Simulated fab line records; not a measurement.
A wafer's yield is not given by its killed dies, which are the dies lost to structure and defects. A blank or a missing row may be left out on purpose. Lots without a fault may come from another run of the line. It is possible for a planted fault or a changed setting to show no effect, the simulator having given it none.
One fault through the eyes of 2 desks ; flow sky130 ; numbers are kept per desk, each desk with only its own; the story behind them comes last

## DESK OF THE TOOL OWNER: litho-track-01
The tool's own readings at SKY_POLY_GATE_SOFTBAKE_09 (time 90 s): means of the sampled wafers that have a number, for each lot that ran on this tool. A lot is out of limits, marked OUT, if its mean lies more than 4 standard deviations from the usual mean; the brackets give that distance.
Columns: A = heater-power-total-W at SKY_POLY_GATE_SOFTBAKE_09, usual 57.37 W; B = plate-temp-C at SKY_POLY_GATE_SOFTBAKE_09, usual 99.98 C; C = resist-line-temp-C at SKY_POLY_GATE_SOFTBAKE_09, usual 22.99 C
lot;first seen here;A;B;C
L491;day 18 12:00;51.61 (-52) OUT;92.62 (-61) OUT;23.06
L494;day 19 12:00;51.64 (-52) OUT;92.74 (-60) OUT;23.01
L503;day 23 12:00;57.29;99.88;23.00
This desk's verdict: out of limits on L491, L494, starting with L491 at day 18 12:00 (heater-power-total-W at SKY_POLY_GATE_SOFTBAKE_09). L503 stayed within limits.

## THE METROLOGY DESK
Means of the sampled wafers that have a number, per lot and without regard to the tool the lot ran on: this is what the gauges read. A lot is out of limits, marked OUT, if its mean lies more than 4 standard deviations from the usual mean; the brackets give that distance.
Columns: A = POLY_GATE_TW at SKY_RES_PROTECT_TW_MEAS_08, usual 4039; B = POLY_GATE_CVD_03_THK at SKY_POLY_GATE_THK_MEAS_04, usual 75.2 nm; C = cd-nm at SKY_POLY_GATE_CD_MEAS_13, usual 149.9 nm; D = POLY_GATE_OVL at SKY_POLY_GATE_OVL_MEAS_14, usual 3 nm
lot;first seen here;A;B;C;D
L491;day 17 19:21;4101;74.4;150.3;2
L494;day 18 18:34;4091;74.0;152.5;9
L497;day 20 06:01;4035;75.5;151.9;2
L500;day 22 12:01;4006;75.6;149.2;8
L504;day 22 14:45;4012;74.9;147.7;2
L503;day 22 19:09;4006;75.2;150.3;4
Finding of this desk: none of the 6 lots has anything out of limits.

## BROUGHT TOGETHER
On L491, L494, at day 18 12:00, an alarm was possible from the tool owner's desk.
At the metrology desk, nothing out of limits was observed.
The metrology desk has L491, L494 on record, within its limits.
The lots listed all ran SKY_POLY_GATE_SOFTBAKE_09 on litho-track-01.

## WHAT THE SIMULATOR HAD PUT IN
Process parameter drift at SKY_POLY_GATE_SOFTBAKE_09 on litho-track-01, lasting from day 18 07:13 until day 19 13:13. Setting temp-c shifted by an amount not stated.
Lots struck among those shown: L491, L494.
Hours from the fault's start to each desk's first reading out of limits: the tool owner's desk, 5.
